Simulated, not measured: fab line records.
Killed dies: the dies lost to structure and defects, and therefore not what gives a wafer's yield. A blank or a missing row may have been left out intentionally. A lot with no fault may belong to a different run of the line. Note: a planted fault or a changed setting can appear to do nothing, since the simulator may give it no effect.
fab line records	flow sky130
record: lots: 12	wafers: 36	last-day: 50
route steps=708 shown NWELL@66 SONOS_ONO@183 VIA1@470 VIA2@509
lots with no fault: from the same line, run without faults
start-h: start of the lot's first displayed wafer, in hours after the record's first day	wait-h: time in hours since the lot's previous step	" unchanged from the row above	L1.1+2: one row covering several wafers at once	- no value present, or no start provided	* or withheld: withheld	< > ~ a bound
route shown NAME@n: NAME is a module with steps in the file, n the number in the route of the first one	usual: the fault-free wafers' mean and standard deviation	same: alike in all rows	chamber/n: place in a boat	sites: readings site by site	_std_site: how widely they spread, as a standard deviation	_edge_site: the outer-site mean with the inner-site mean subtracted	radius-mm: for every site, how far away it sits from the centre of the wafer	mask NAME#n: copy n	behind: the most recent tool/chamber to have shaped the wafer	hold: why the lot was held/for how many hours/how that ended	device: whichever transistor did not switch (one of n, p or np)	end of line: the same wafers' tests at the end of the route	a step without rows: its recipe alone	killed: not the wafer's yield, but the dies lost to structure and defects at the first sort	map: per-die view of a wafer (x killed, . not killed, _ where there is no die)
set.NAME: the setting the step ran with; set.NAME@STEP: the setting that earlier step ran with	model.NAME: the simulator's own value behind a step, which no gauge read
one table for each step of the route and one row for each wafer, over a sample of lots
services: the hour from which a tool's chamber was out of use, counted from the record's first day as start-h (under 0 if before that day), plus the number of hours and why
== steps ==
step: SKY_NWELL_IMPLANT_13
recipe: species: P	energy-kev: 50	dose-cm2: 7e+11	tilt-deg: withheld
usual: dose-ions-cm2: 7.002e+11/7.2e+08	end-station-pressure-torr: 5.02e-06/2.7e-07	faraday-current-uA: 3.95/0.079
lot.wafer	tool	chamber	start-h	wait-h	dose-ions-cm2	end-station-pressure-torr	faraday-current-uA
L501.3	implanter-01	0	85.42	0.1	6.992e+11	4.83e-06	4.18
L501.4	"	0	"	"	6.992e+11	4.71e-06	4.03
L501.6	"	0	"	"	6.994e+11	5.07e-06	4.07
L502.2	implanter-04	0	91.79	0.1	6.996e+11	4.92e-06	4.05
L502.4	"	0	"	"	6.993e+11	5.12e-06	3.99
L502.5	"	0	"	"	6.997e+11	5.26e-06	3.91
L503.3	implanter-03	0	99.49	0.1	7.011e+11	5.24e-06	4.05
L503.5	"	0	"	"	6.998e+11	4.92e-06	3.97
L503.6	"	0	"	"	7e+11	4.73e-06	3.97
L504.1	implanter-01	0	101.69	0.1	6.992e+11	5.14e-06	4.08
L504.4	"	0	"	"	7e+11	5.05e-06	3.86
L504.6	"	0	"	"	7.011e+11	5.28e-06	3.86
L509.3	implanter-01	0	130.22	0.1	2.986e+11	5.23e-06	1.70
L509.4	"	0	"	"	2.986e+11	5.21e-06	1.66
L509.6	"	0	"	"	2.981e+11	4.59e-06	1.65
L510.3	implanter-04	0	138.38	0.1	6.998e+11	4.99e-06	3.80
L510.5	"	0	"	"	7.005e+11	5.03e-06	4.12
L510.6	"	0	"	"	6.998e+11	5e-06	3.96
L512.1	implanter-01	0	150.14	0.1	2.963e+11	5.26e-06	1.70
L512.5	"	0	"	"	2.975e+11	4.56e-06	1.70
L512.6	"	0	"	"	2.975e+11	5.36e-06	1.71
L514.2	implanter-03	0	160.41	0.1	6.997e+11	5.34e-06	4.00
L514.3	"	0	"	"	6.991e+11	4.92e-06	3.89
L514.6	"	0	"	"	7.004e+11	4.82e-06	3.89
L517.1	implanter-03	0	179.24	0.1	7e+11	5.22e-06	4.03
L517.4	"	0	"	"	7.001e+11	5.18e-06	3.87
L517.5	"	0	"	"	7.007e+11	5.25e-06	3.96
L519.2	implanter-04	0	193.36	0.1	7.009e+11	5e-06	3.92
L519.4	"	0	"	"	7.018e+11	4.95e-06	4.00
L519.6	"	0	"	"	7.001e+11	5.12e-06	3.87
L520.1	implanter-03	0	197.88	0.1	6.996e+11	4.48e-06	3.98
L520.2	"	0	"	"	7e+11	4.92e-06	3.96
L520.6	"	0	"	"	6.999e+11	5.19e-06	4.01
L524.2	implanter-03	0	218.54	0.1	7.002e+11	5.02e-06	3.97
L524.5	"	0	"	"	6.999e+11	4.91e-06	4.01
L524.6	"	0	"	"	6.993e+11	4.79e-06	3.90
step: SKY_NWELL_RS_MEAS_29
recipe: thk-meas-gauge: four-point-probe
usual: NWELL_RS: 624.4/1.3
lot.wafer	tool	chamber	start-h	wait-h	NWELL_RS[ohm/sq]
L501.3	film-metro-01	-	103.16	0.1	627.0
L501.4	"	-	"	"	626.2
L501.6	"	-	"	"	626.3
L502.2	film-metro-02	-	109.80	0.1	624.3
L502.4	"	-	"	"	624.6
L502.5	"	-	"	"	624.3
L503.3	film-metro-02	-	118.54	0.1	626.8
L503.5	"	-	"	"	625.9
L503.6	"	-	"	"	624.7
L504.1	film-metro-01	-	120.69	0.1	622.2
L504.4	"	-	"	"	623.7
L504.6	"	-	"	"	623.6
L509.3	film-metro-04	-	150.69	0.1	637.1
L509.4	"	-	"	"	637.3
L509.6	"	-	"	"	638.6
L510.3	film-metro-01	-	159.22	0.1	623.3
L510.5	"	-	"	"	623.2
L510.6	"	-	"	"	622.3
L512.1	film-metro-04	-	170.70	0.1	636.4
L512.5	"	-	"	"	637.4
L512.6	"	-	"	"	638.2
L514.2	film-metro-04	-	181.13	0.1	623.3
L514.3	"	-	"	"	622.0
L514.6	"	-	"	"	622.4
L517.1	film-metro-02	-	200.80	0.2	624.3
L517.4	"	-	"	"	625.2
L517.5	"	-	"	"	625.0
L519.2	film-metro-04	-	216.37	0.2	622.9
L519.4	"	-	"	"	622.0
L519.6	"	-	"	"	623.1
L520.1	film-metro-01	-	220.19	0.1	625.5
L520.2	"	-	"	"	625.3
L520.6	"	-	"	"	624.7
L524.2	film-metro-04	-	240.86	0.1	624.5
L524.5	"	-	"	"	624.1
L524.6	"	-	"	"	622.4
step: SKY_SONOS_ONO_ETCH_15
recipe: target-depth-nm: 19.52	chemistry: CHF3/O2	source-w: 600	bias-w: 200	pressure-mtorr: 40	chf3-flow-sccm: 50	O2_flow_sccm: 5	time-s: 7.8
usual: drypump-motor-current-A: 5.5/0.36	oes-product-au: 1.002/0.0074	throttle-valve-pct: 8.826/0.009
lot.wafer	tool	chamber	start-h	wait-h	drypump-motor-current-A	oes-product-au	rf-hours-counter-h	throttle-valve-pct
L501.3	rie-diel-01	3	278.80	0.0	5.0	0.999	9	8.821
L501.4	"	1	"	"	6.0	1.000	0	8.819
L501.6	"	2	"	"	5.6	1.003	-	8.818
L502.2	rie-diel-04	1	287.95	0.0	5.3	1.001	28	8.834
L502.4	"	3	"	"	5.6	1.008	-	8.829
L502.5	"	0	"	"	5.4	1.006	-	8.826
L503.3	rie-diel-04	1	297.75	0.0	5.3	1.001	28	8.818
L503.5	"	2	"	"	5.1	0.996	-	8.820
L503.6	"	1	"	"	5.3	1.003	-	8.837
L504.1	rie-diel-04	0	305.00	0.0	5.4	1.027	65	8.832
L504.4	"	2	"	"	5.1	1.015	92	8.815
L504.6	"	1	"	"	5.3	1.000	-	8.836
L509.3	rie-diel-03	3	344.96	0.0	5.7	0.997	78	8.841
L509.4	"	1	"	"	5.7	0.995	6	8.824
L509.6	"	3	"	"	5.7	1.007	-	8.830
L510.3	rie-diel-03	3	353.86	0.0	5.7	0.999	78	8.837
L510.5	"	0	"	"	6.0	1.003	-	8.813
L510.6	"	3	"	"	5.7	0.996	-	8.825
L512.1	rie-diel-01	3	370.85	0.0	5.0	0.993	11	8.826
L512.5	"	1	"	"	6.0	0.990	-	8.825
L512.6	"	0	"	"	6.1	0.996	-	8.832
L514.2	rie-diel-04	1	384.20	0.0	5.3	1.001	30	8.831
L514.3	"	3	"	"	5.6	0.998	10	8.833
L514.6	"	3	"	"	5.6	1.008	-	8.830
L517.1	rie-diel-03	0	409.05	0.0	6.0	1.010	2	8.820
L517.4	"	2	"	"	5.3	1.016	32	8.832
L517.5	"	1	"	"	5.7	1.005	-	8.812
L519.2	rie-diel-01	2	430.00	0.0	5.6	1.007	1	8.834
L519.4	"	1	"	"	6.0	0.993	3	8.817
L519.6	"	1	"	"	6.1	1.003	-	8.848
L520.1	rie-diel-04	2	436.75	0.0	5.1	1.001	94	8.833
L520.2	"	0	"	"	5.4	1.000	67	8.828
L520.6	"	3	"	"	5.6	1.008	-	8.807
L524.2	rie-diel-03	0	462.60	0.0	6.0	0.999	3	8.821
L524.5	"	1	"	"	5.6	0.991	-	8.816
L524.6	"	2	"	"	5.3	1.007	-	8.818
step: SKY_VIA1_CD_MEAS_12
recipe: target-cd-nm: 150
usual: cd-nm: 149.9/1.5
lot.wafer	tool	chamber	start-h	wait-h	cd-nm
L501.3	cd-sem-01	-	786.39	-	151.3
L501.4	"	-	"	"	149.6
L501.6	"	-	"	"	149.4
L502.2	cd-sem-01	-	798.82	-	151.2
L502.4	"	-	"	"	152.3
L502.5	"	-	"	"	153.5
L503.3	cd-sem-02	-	805.94	-	149.4
L503.5	"	-	"	"	149.2
L503.6	"	-	"	"	148.2
L504.1	cd-sem-02	-	811.95	-	150.8
L504.4	"	-	"	"	150.3
L504.6	"	-	"	"	152.1
L509.3	cd-sem-01	-	851.82	-	151.2
L509.4	"	-	"	"	150.3
L509.6	"	-	"	"	150.1
L510.3	cd-sem-01	-	857.14	-	149.7
L510.5	"	-	"	"	148.5
L510.6	"	-	"	"	150.3
L512.1	cd-sem-02	-	875.58	-	148.4
L512.5	"	-	"	"	150.5
L512.6	"	-	"	"	149.8
L514.2	cd-sem-01	-	890.32	-	151.1
L514.3	"	-	"	"	150.9
L514.6	"	-	"	"	150.5
L517.1	cd-sem-01	-	911.40	-	153.2
L517.4	"	-	"	"	150.8
L517.5	"	-	"	"	151.1
L519.2	cd-sem-01	-	935.05	-	148.0
L519.4	"	-	"	"	150.8
L519.6	"	-	"	"	150.5
L520.1	cd-sem-01	-	937.20	-	148.0
L520.2	"	-	"	"	149.5
L520.6	"	-	"	"	147.8
L524.2	cd-sem-02	-	950.37	-	152.2
L524.5	"	-	"	"	150.5
L524.6	"	-	"	"	151.8
step: SKY_VIA2_CMP_02
recipe: material: SiO2	down-force-psi: 4	platen-rpm: 60	pad-velocity-m-s: 0.94248
usual: edge-zone-pressure-frac: 1.000/0.0049	motor-current-A: 11.4/1.5	slurry-filter-dp-kPa: 13.53/0.14
lot.wafer	tool	chamber	start-h	wait-h	edge-zone-pressure-frac	motor-current-A	slurry-filter-dp-kPa
L501.4	cmp-02	2	815.05	0.0	1.007	13.5	13.25
L501.3	"	1	"	"	0.995	12.1	13.65
L501.6	"	3	"	"	0.993	11.0	13.51
L502.2	cmp-02	1	828.36	0.1	0.999	11.5	13.59
L502.4	"	3	"	"	0.992	11.3	13.48
L502.5	"	0	"	"	0.996	8.9	13.69
L503.3	cmp-01	3	835.21	0.1	0.991	10.3	13.33
L503.5	"	2	"	"	1.011	12.6	13.54
L503.6	"	3	"	"	0.997	9.9	13.33
L504.4	cmp-01	1	841.18	0.0	1.006	11.3	13.39
L504.1	"	3	"	"	1.002	10.2	13.55
L504.6	"	1	"	"	1.007	11.5	13.67
L509.4	cmp-01	2	880.06	0.1	0.990	13.9	13.67
L509.3	"	3	"	"	1.004	10.5	13.40
L509.6	"	2	"	"	1.007	13.2	13.44
L510.3	cmp-02	2	886.15	0.0	1.007	13.6	13.57
L510.5	"	2	"	"	1.006	13.5	13.36
L510.6	"	3	"	"	0.999	11.7	13.40
L512.1	cmp-02	0	904.93	0.2	1.006	8.9	13.64
L512.5	"	1	"	"	0.997	11.9	13.43
L512.6	"	2	"	"	1.000	13.4	13.62
L514.2	cmp-02	1	917.79	0.3	1.000	11.3	13.50
L514.3	"	3	"	"	0.992	11.3	13.54
L514.6	"	0	"	"	1.000	8.7	13.46
L517.4	cmp-01	2	939.02	0.1	1.008	13.3	13.51
L517.1	"	3	"	"	0.999	10.7	13.21
L517.5	"	1	"	"	1.004	12.2	13.59
L519.4	cmp-01	3	961.62	0.1	0.993	10.6	13.61
L519.2	"	0	"	"	0.997	9.4	13.50
L519.6	"	2	"	"	1.003	13.2	13.62
L520.2	cmp-01	2	964.56	0.0	0.998	13.4	13.33
L520.1	"	3	"	"	1.007	10.5	13.43
L520.6	"	3	"	"	0.991	10.6	13.46
L524.2	cmp-01	3	977.45	0.2	1.002	11.0	13.42
L524.5	"	0	"	"	0.996	9.4	13.43
L524.6	"	1	"	"	0.999	11.8	13.55
== services ==
tool	chamber	start-h	hours	kind
cmp-02	-	62.97	5.8	repair
cmp-02	-	68.81	4.0	pm
cmp-01	-	143.19	0.6	repair
cmp-01	-	154.11	7.7	pm
cmp-01	-	232.17	4.0	pm
cmp-01	-	359.98	1.1	repair
cmp-01	-	393.46	4.2	pm
cmp-01	-	484.04	1.7	repair
cmp-01	-	509.56	12.3	pm
cmp-01	-	572.17	4.0	pm
cmp-01	-	648.90	4.1	repair
cmp-01	-	687.92	0.8	repair
cmp-01	-	688.62	3.6	repair
cmp-01	-	741.47	1.8	repair
cmp-01	-	751.61	3.9	repair
cmp-01	-	789.75	6.3	pm
cmp-01	-	804.65	0.5	repair
cmp-01	-	809.70	0.7	repair
cmp-01	-	810.38	6.3	pm
cmp-01	-	825.64	0.5	repair
cmp-01	-	895.45	2.0	repair
cmp-01	-	902.48	10.3	repair
cmp-01	-	912.76	4.0	pm
cmp-01	-	916.08	2.1	repair
== key ==
first-sign: step: SKY_NWELL_IMPLANT_13	reading: dose-ions-cm2	direction: down	sigmas: 99+	usual: *	struck: *
effect: step: SKY_NWELL_IMPLANT_13	reading: faraday-current-uA	direction: down	sigmas: 29	usual: 3.95	struck: 1.69
effect: step: SKY_NWELL_RS_MEAS_29	reading: NWELL_RS	direction: up	sigmas: 9.9	usual: 624.4	struck: 637.5
met-at SKY_NWELL_IMPLANT_13
struck-lots L509,L512
tester-left-out L509,L512
not-acting-at SKY_SONOS_ONO_ETCH_15,SKY_VIA1_CD_MEAS_12,SKY_VIA2_CMP_02
onset-between 101.69 130.22
fault: kind: process-parameter-drift	tool: implanter-01	chamber: -	onset-h: 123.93	steps: SKY_NWELL_IMPLANT_13	channel: dose-cm2	offset: *	shape: step	end-h: 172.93	acts-in: *	stated: *
tester-left-out: of these lots the tester's yield and bins aren't shown, on N5 and GAA mostly nor the transistor test; their killed dies are dies lost to structure and defects alone, not to doping, threshold or leakage, so they don't give the yield
